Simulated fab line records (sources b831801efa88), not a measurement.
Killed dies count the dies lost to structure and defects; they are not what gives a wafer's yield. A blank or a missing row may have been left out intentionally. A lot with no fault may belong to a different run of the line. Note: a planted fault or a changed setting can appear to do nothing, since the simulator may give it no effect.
A lot that was struck, set against a sound lot ; flow sky130 ; 21 out of 708 route steps
Sound: wafers L195.1, L195.3, L195.6. Wafers struck: L203.2, L203.4, L203.6. Last of all comes the cause.
Order at every step that has rows: each side's tool, ch and its chambers, its first start. Under that, the readings that differ: sound wafers ; struck wafers ; difference of the means ; sigmas: that difference in standard deviations of wafers without a fault.
alike: a reading whose means differ by less than 2 such deviations, as well as words and numbers matching on both sides. not compared: withheld readings; readings where some wafer has no value; bounds like >300 that might hide an equal value; numbers whose values overlap and for which the record gives no deviation.
The two part at a step that has a row with sigmas, a row that says differs or no value, or rows on one side only. Non-overlapping numbers with no deviation appear without sigmas and do not part them. A reading that every wafer of one side lacks parts them only if that side has two wafers or more.

first, 1 step without rows for these wafers: SKY_RES_XHIGH_IMPLANT_07.
SKY_RES_XHIGH_STRIP_08: strips in O2/N2.
  sound on plasma-asher-02 ch 0,1, day 30 20:43; struck on plasma-asher-03 ch 0,1, day 33 03:32
  alike: drypump-motor-current-A, oes-product-au, strip-time-to-endpoint-s
  not compared: rf-hours-counter-h
SKY_RES_XHIGH_TW_MEAS_09:
  sound: film-metro-02 at day 30 20:49; struck: film-metro-02 at day 33 03:39
  alike: RES_XHIGH_TW
then, 7 steps without rows for these wafers: SKY_SD_N_DEHYDRATE_00 (time 60 s); SKY_SD_N_HMDS_01 (prime time 60 s); SKY_SD_N_COAT_02 (resist thk 1140 nm); SKY_SD_N_SOFTBAKE_03 (time 60 s); SKY_SD_N_EXPOSE_04 (exposes mask NSDM, target cd 380 nm); SKY_SD_N_PEB_05; SKY_SD_N_DEVELOP_06 (develop time 60 s).
SKY_SD_N_CD_MEAS_07 targets a cd of 380 nm.
  sound: cd-sem-01 at day 32 00:23; struck: cd-sem-01 at day 34 05:40
  alike: cd-nm
SKY_SD_N_OVL_MEAS_08:
  sound: overlay-02 at day 32 00:31; struck: overlay-02 at day 34 05:46
  alike: SD_N_OVL
SKY_SD_N_IMPLANT_09:
  sound on implanter-02 ch 0, day 32 00:32; struck on implanter-02 ch 0, day 34 05:49
reading;sound;struck;difference;sigmas
dose-ions-cm2;3.996e+15 4.002e+15 4.003e+15;3.744e+15 3.741e+15 3.739e+15;-2.590e+14;-68
after that, 1 step had no rows for these wafers: SKY_SD_N_IMPLANT_10.
SKY_SD_N_STRIP_11: strips in O2/N2.
  sound on plasma-asher-02 ch 0,1, day 32 00:50; struck on plasma-asher-03 ch 1, day 34 06:05
reading;sound;struck;difference;sigmas
strip-time-to-endpoint-s (s);22.55 22.58 22.51;22.34 22.26 22.25;-0.26;-7
  alike: drypump-motor-current-A, oes-product-au
  not compared: rf-hours-counter-h
SKY_SD_N_TW_MEAS_12:
  sound: film-metro-04 at day 32 00:56; struck: film-metro-03 at day 34 06:12
  alike: SD_N_TW
then, 1 step without rows for these wafers: SKY_SD_N_CLEAN_13 (cleans in SC1/SC2, time 150 s).
SKY_SD_N_RTA_14: time 2 s.
  sound on rtp-anneal-02 ch 0, day 32 01:03; struck on rtp-anneal-01 ch 0, day 34 06:19
  alike: lamp-power-pct, ramp-up-c-per-s, wafer_temp_C_max
SKY_SD_N_RS_MEAS_16: the measuring method here is four-point-probe.
  sound: film-metro-02 at day 32 01:13; struck: film-metro-04 at day 34 06:30
reading;sound;struck;difference;sigmas
SD_N_RS (ohm/sq);68.56 68.50 68.38;69.01 69.15 69.22;+0.65;+6
SKY_SD_N_RS_MEAS_17: the measuring method here is four-point-probe.
  sound: film-metro-02 at day 32 01:20; struck: film-metro-04 at day 34 06:37
  alike: SD_P_RS
SKY_PAD_OPEN_PROBE_99:
  sound wafers here have rows in the record (prober-01, day 48 11:34); struck ones have none

WHERE THEY PART
At SKY_SD_N_IMPLANT_09 first; at SKY_PAD_OPEN_PROBE_99 last (within this record only).

WHY: whatever the simulator had introduced
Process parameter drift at SKY_SD_N_IMPLANT_09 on implanter-02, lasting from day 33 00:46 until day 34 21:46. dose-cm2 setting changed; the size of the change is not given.
